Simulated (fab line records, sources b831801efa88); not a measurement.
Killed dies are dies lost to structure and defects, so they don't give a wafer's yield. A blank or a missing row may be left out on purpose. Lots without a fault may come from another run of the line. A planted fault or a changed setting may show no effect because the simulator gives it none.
Which tool did it? | flow sky130 | 11 lots, 33 wafers sampled, at 4 steps of a route of 708

WHAT THE GAUGES READ, wafer by wafer
SKY_DNWELL_TW_MEAS_09.
lot  | measured    | on            | DNWELL_TW
L936 | day 4 11:45 | film_metro-01 | 1122 1120 1118
L937 | day 4 18:24 | film_metro-03 | 1095 1094 1097
L938 | day 4 18:36 | film_metro-02 | 1120 1126 1112
L939 | day 4 23:34 | film_metro-01 | 1128 1117 1116
L940 | day 5 04:14 | film_metro-03 | 1104 1107 1104
L941 | day 5 15:49 | film_metro-02 | 1124 1115 1116
L947 | day 6 20:01 | film_metro-03 | 1102 1102 1096
L951 | day 7 14:52 | film_metro-02 | 1132 1137 1132
L952 | day 7 21:22 | film_metro-03 | 1100 1100 1101
L953 | day 8 06:22 | film_metro-01 | 1126 1135 1124
L954 | day 8 11:25 | film_metro-02 | 1116 1118 1116

WHICH TOOL RAN EACH LOT (tool, then ch and the chambers of the sampled wafers, then the start)
lot  | SKY_FIELD_ISO_ETCH_14             | SKY_FIELD_ISO_ETCH_15             | SKY_FIELD_ISO_STRIP_16
L936 | rie_diel-01 ch 0,1, day 3 07:10   | rie_diel-01 ch 0,1, day 3 07:13   | plasma_asher-01 ch 0,1, day 3 07:16
L937 | rie_diel-01 ch 2,3, day 3 12:43   | rie_diel-01 ch 2,3, day 3 12:45   | plasma_asher-03 ch 0,1, day 3 12:49
L938 | rie_diel-01 ch 2,3, day 3 17:16   | rie_diel-01 ch 2,3, day 3 17:18   | plasma_asher-04 ch 0,1, day 3 17:22
L939 | rie_diel-01 ch 0,1,3, day 3 21:34 | rie_diel-01 ch 0,1,3, day 3 21:37 | plasma_asher-01 ch 0,1, day 3 21:42
L940 | rie_diel-01 ch 1,2,3, day 4 04:19 | rie_diel-01 ch 1,2,3, day 4 04:22 | plasma_asher-01 ch 0,1, day 4 04:25
L941 | rie_diel-01 ch 0,2,3, day 4 13:28 | rie_diel-01 ch 0,2,3, day 4 13:30 | plasma_asher-03 ch 0,1, day 4 13:35
L947 | rie_diel-02 ch 1,2, day 5 16:22   | rie_diel-02 ch 1,2, day 5 16:24   | plasma_asher-04 ch 0,1, day 5 16:28
L951 | rie_diel-02 ch 0,3, day 6 12:13   | rie_diel-02 ch 0,3, day 6 12:16   | plasma_asher-04 ch 0, day 6 12:19
L952 | rie_diel-03 ch 1,2,3, day 6 18:43 | rie_diel-03 ch 1,2,3, day 6 18:46 | plasma_asher-03 ch 0,1, day 6 18:51
L953 | rie_diel-02 ch 0,1,3, day 7 01:49 | rie_diel-02 ch 0,1,3, day 7 01:51 | plasma_asher-03 ch 0,1, day 7 01:55
L954 | rie_diel-02 ch 0,1, day 7 07:16   | rie_diel-02 ch 0,1, day 7 07:18   | plasma_asher-01 ch 0,1, day 7 07:23
- SKY_FIELD_ISO_ETCH_14: etches BARC in N2/H2, stops on SiO2, time 45.9 s, target depth 60 nm.
- SKY_FIELD_ISO_ETCH_15: etches the open film in CHF3/O2, stops on Si, target depth 180 nm, time 72 s.
- SKY_FIELD_ISO_STRIP_16: strips in O2/N2.

WHAT THE TOOLS THEMSELVES READ (means of the sampled wafers that have a number; where no wafer has one, the mark that the record gives instead)
SKY_FIELD_ISO_ETCH_14.
lot  | tool        | drypump_motor_current_A (A) | oes_product_au (a.u.) | run_length_s (s) | throttle_valve_pct (%)
L936 | rie_diel-01 | 6.1                         | 0.854                 | 74.5             | 13.226
L937 | rie_diel-01 | 5.3                         | 0.854                 | 73.9             | 13.232
L938 | rie_diel-01 | 5.4                         | 0.855                 | 73.6             | 13.220
L939 | rie_diel-01 | 5.8                         | 0.855                 | 74.1             | 13.227
L940 | rie_diel-01 | 5.7                         | 0.784                 | 82.5             | 13.215
L941 | rie_diel-01 | 5.5                         | 0.779                 | 82.4             | 13.218
L947 | rie_diel-02 | 6.3                         | 0.856                 | 74.1             | 13.230
L951 | rie_diel-02 | 5.3                         | 0.860                 | 74.2             | 13.226
L952 | rie_diel-03 | 6.0                         | 0.853                 | 74.4             | 13.222
L953 | rie_diel-02 | 5.7                         | 0.858                 | 74.1             | 13.222
L954 | rie_diel-02 | 5.7                         | 0.854                 | 73.9             | 13.228

SKY_FIELD_ISO_ETCH_15.
lot  | tool        | drypump_motor_current_A (A) | oes_product_au (a.u.) | run_length_s (s) | throttle_valve_pct (%)
L936 | rie_diel-01 | 6.1                         | 0.953                 | 100.8            | 8.841
L937 | rie_diel-01 | 5.3                         | 0.950                 | 99.9             | 8.841
L938 | rie_diel-01 | 5.4                         | 0.955                 | 99.7             | 8.849
L939 | rie_diel-01 | 5.8                         | 0.945                 | 100.5            | 8.845
L940 | rie_diel-01 | 5.7                         | 0.943                 | 100.0            | 8.845
L941 | rie_diel-01 | 5.5                         | 0.945                 | 100.1            | 8.838
L947 | rie_diel-02 | 6.3                         | 0.951                 | 100.1            | 8.840
L951 | rie_diel-02 | 5.3                         | 0.939                 | 100.2            | 8.836
L952 | rie_diel-03 | 6.0                         | 0.942                 | 100.6            | 8.846
L953 | rie_diel-02 | 5.7                         | 0.950                 | 100.3            | 8.842
L954 | rie_diel-02 | 5.7                         | 0.950                 | 100.1            | 8.852

SKY_FIELD_ISO_STRIP_16.
lot  | tool            | drypump_motor_current_A (A) | oes_product_au (a.u.) | strip_time_to_endpoint_s (s)
L936 | plasma_asher-01 | 5.3                         | 0.375                 | 3.56
L937 | plasma_asher-03 | 6.2                         | 0.376                 | 3.53
L938 | plasma_asher-04 | 5.6                         | 0.379                 | 3.51
L939 | plasma_asher-01 | 5.3                         | 0.382                 | 3.55
L940 | plasma_asher-01 | 5.4                         | 0.376                 | 3.45
L941 | plasma_asher-03 | 6.2                         | 0.373                 | 3.40
L947 | plasma_asher-04 | 5.6                         | 0.378                 | 3.56
L951 | plasma_asher-04 | 5.1                         | 0.376                 | 3.60
L952 | plasma_asher-03 | 6.2                         | 0.379                 | 3.56
L953 | plasma_asher-03 | 6.2                         | 0.380                 | 3.59
L954 | plasma_asher-01 | 5.3                         | 0.377                 | 3.53

THE ANSWER, worked out from the rows above alone
Rule: what is usual is taken from the lots themselves. Put in order of their means at a reading, lots are off if they are a third of the lots or fewer, leave a main group of 4 or more, and stand apart from it by a gap of 3 or more times the standard deviation of the main group's means; of several such gaps the widest counts. A main group whose means are all the same, to the digits that the tables above print for the reading, isn't used. A lot without any number at a reading at which 4 lots or more have one is off too. The other lots that the step has rows for count as sound. The gauges are gone through in route order, then the tools' own readings, and for those a lot's mean is taken as printed above. The first step at which some lot is off is used, and at that step the reading that is off furthest; a lot without a number counts as furthest.
Off: L940, L941, at SKY_FIELD_ISO_ETCH_14 (oes_product_au). The main group: mean 0.855 a.u., standard deviation 0.0021.
A tool fits if, at that step or a process step before it, it ran every lot that is off, and no sound lot after the first of them. One fits: rie_diel-01 at SKY_FIELD_ISO_ETCH_14. Its last sound lot is L939 (day 3 21:34), its first lot that is off L940 (day 4 04:19): a fault that began between those two fits.
The tool's own readings at SKY_FIELD_ISO_ETCH_14 bear it out: on the lots that are off they differ by more than 5 times the standard deviation of the sound lots' means. oes_product_au reads 0.782 a.u. there against 0.855 a.u. on the sound lots; run_length_s reads 82.5 s there against 74.1 s on the sound lots.

WHAT THE SIMULATOR HAD PUT IN
Process parameter drift: rie_diel-01, from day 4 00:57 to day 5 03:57, at SKY_FIELD_ISO_ETCH_14. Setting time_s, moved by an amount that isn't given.
Lots struck among those shown: L940, L941. The rule above found the same.
